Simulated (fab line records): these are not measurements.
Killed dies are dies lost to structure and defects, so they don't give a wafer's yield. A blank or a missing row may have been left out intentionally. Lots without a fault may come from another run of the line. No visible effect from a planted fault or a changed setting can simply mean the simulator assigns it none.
Which tool did it?	flow sky130	at 1 step of a route of 708, 12 lots with 36 wafers sampled

WHAT THE GAUGES SHOWED, per wafer
SKY_VIA4_OVL_MEAS_11. Usual: for VIA4_OVL the level is -0.1 nm and the standard deviation is 1.2.
lot	measured	on	VIA4_OVL (nm)	flag
L857	day 43 05:34	overlay-02	-1.2 0.6 -1.1	
L859	day 43 18:18	overlay-02	-1.0 -1.4 -2.2	
L860	day 43 23:35	overlay-02	-1.2 -0.9 0.1	
L862	day 45 11:05	overlay-02	-0.5 -2.0 0.2	
L865	day 46 10:25	overlay-01	-0.2 0.4 -0.5	
L864	day 46 13:24	overlay-02	0.3 0.3 1.7	
L868	day 46 23:02	overlay-02	0.8 1.1 0.7	
L872	day 47 16:47	overlay-02	-2.4 -0.9 -0.4	
L873	day 48 02:02	overlay-02	0.1 0.6 -1.2	
L875	day 48 08:10	overlay-01	-1.0 0.9 0.7	
L877	day 48 14:41	overlay-01	-1.6 0.7 -1.1	
L879	day 48 20:22	overlay-01	-0.5 -1.3 0.2	

WHAT TOOL EACH LOT RAN ON (gives the tool, then ch and the chambers of the sampled wafers, and finally the start)
No process step before these readings appears in the record.

WHAT THE TOOLS THEMSELVES READ (means of the sampled wafers that have a number; where no wafer has one, the mark that the record gives instead)
The record holds no such reading with a usual standard deviation.

THE ANSWER, worked out from the rows above alone
Rule: lot off if the mean of its wafers having a number is beyond 3 standard deviations from the usual mean. A lot without any number at a reading at which 4 lots or more have one is off too. Any other lot the step has rows for is counted as sound. After the gauges, taken in route order, come the tools' own readings; for these a lot's mean is taken, as printed above. At the first step where some lot is off, the reading lying furthest off is the one used; lots without a number count as furthest.
Nothing can be told from this: no lot is off at any reading shown.

WHAT THE SIMULATOR HAD INSERTED
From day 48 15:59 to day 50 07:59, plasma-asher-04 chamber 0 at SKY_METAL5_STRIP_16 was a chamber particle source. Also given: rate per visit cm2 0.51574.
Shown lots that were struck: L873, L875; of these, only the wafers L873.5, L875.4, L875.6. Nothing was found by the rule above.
